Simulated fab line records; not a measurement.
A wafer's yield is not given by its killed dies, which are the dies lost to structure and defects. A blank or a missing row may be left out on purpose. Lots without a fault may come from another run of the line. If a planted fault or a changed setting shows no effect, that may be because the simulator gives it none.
Comparing a struck lot with a sound one ; flow sfq_line ; 14 steps out of a route of 325
Sound: wafers L716.1, L716.2, L716.6. Struck: wafer L728.6 (left out: L728.3, L728.5 of the same lot, which were not struck); the cause appears at the end.
Each step with rows lists, per side, the tool, then ch with its chambers, then its first start. Under that, the readings that differ: sound wafers ; struck wafers ; difference of the means ; sigmas: that difference in standard deviations of wafers without a fault.
alike: words and numbers the same on both sides, and readings whose means are apart by under 2 such deviations; not compared: readings that were withheld, readings missing a value for some wafer, numbers with overlapping values and no deviation given by the record, and bounds like >300 which may hide the same value.
The two part at a step that has a row with sigmas, a row that says differs or no value, or rows on one side only. Numbers that have no deviation but don't overlap get no sigmas and don't part them. A reading that every wafer of one side lacks parts them only if that side has two wafers or more.

first, 2 steps without rows for these wafers: SFQ_TRILAYER_I1_VIA_STRIP_SOLV_CLEAN_054 (cleans in NMP, time 600 s); SFQ_TRILAYER_M2_DEP_PRE_CLEAN_056 (time 22.5 s).
SFQ_TRILAYER_M2_DEP_SPUTTER_055: material Nb, target thk 200 nm, time 133.3 s.
  struck on pvd_sputter-03, day 21 20:00; sound on pvd_sputter-03, day 17 16:55
  alike: base_pressure_pa, chamber_pressure_pa, throttle_valve_pct
SFQ_M2_RS_MEAS_914: uses a four-point probe to measure.
  struck on film_metro-04, day 21 20:08; sound on film_metro-03, day 17 17:01
  alike: M2_NB_RS
then, 6 steps without rows for these wafers: SFQ_TRILAYER_M2_LITHO_COAT_062 (resist thk 62 nm); SFQ_TRILAYER_M2_LITHO_COAT_057 (resist thk 600 nm); SFQ_TRILAYER_M2_LITHO_SOFTBAKE_061; SFQ_TRILAYER_M2_LITHO_EXPOSE_058 (exposes mask M2, target cd 500 nm); SFQ_TRILAYER_M2_LITHO_PEB_060 (peb time 60 s); SFQ_TRILAYER_M2_LITHO_DEVELOP_059 (time 60 s).
-- the record jumps here: 7 days lie between the struck wafers' starts before and after --
SFQ_M2_OVL_MEAS_916:
  struck on overlay-02, day 28 21:37; sound on overlay-01, day 24 07:17
  alike: M2_OVL
SFQ_TRILAYER_M2_BARC_OPEN_METAL_ETCH_077: etches BARC in O2, target depth 125 nm, time 41.7 s.
  sound on rie_metal-03 ch 0,1, day 24 07:19; struck on rie_metal-01 ch 0, day 28 21:39
reading;sound;struck;difference;sigmas
model.KrF_of_TRILAYER_M2_LITHO_COAT_057.thk_nm (nm);523.7 524.6 523.6;537.3;+13.3;
  alike: drypump_motor_current_A, oes_product_au
  not compared: rf_hours_counter_h
SFQ_TRILAYER_M2_ETCH_METAL_ETCH_060: etches Nb in Cl2/Ar, stops on SiO2, target depth 240 nm, time 120 s.
  sound on rie_metal-03 ch 0,1, day 24 07:23; struck on rie_metal-01 ch 0, day 28 21:44
reading;sound;struck;difference;sigmas
model.KrF_of_TRILAYER_M2_LITHO_COAT_057.thk_nm (nm);381.5 383.8 382.9;397.8;+15.1;
  alike: drypump_motor_current_A, oes_product_au
  not compared: rf_hours_counter_h
SFQ_TRILAYER_M2_STRIP_STRIP_061: strips in O2.
  sound on rie_metal-03 ch 0,1, day 24 07:30; struck on rie_metal-01 ch 0, day 28 22:01
  alike: drypump_motor_current_A, oes_product_au, platen_temp_c
  not compared: rf_hours_counter_h

WHERE THEY PART
Nowhere in this record.

WHY: whatever the simulator had introduced
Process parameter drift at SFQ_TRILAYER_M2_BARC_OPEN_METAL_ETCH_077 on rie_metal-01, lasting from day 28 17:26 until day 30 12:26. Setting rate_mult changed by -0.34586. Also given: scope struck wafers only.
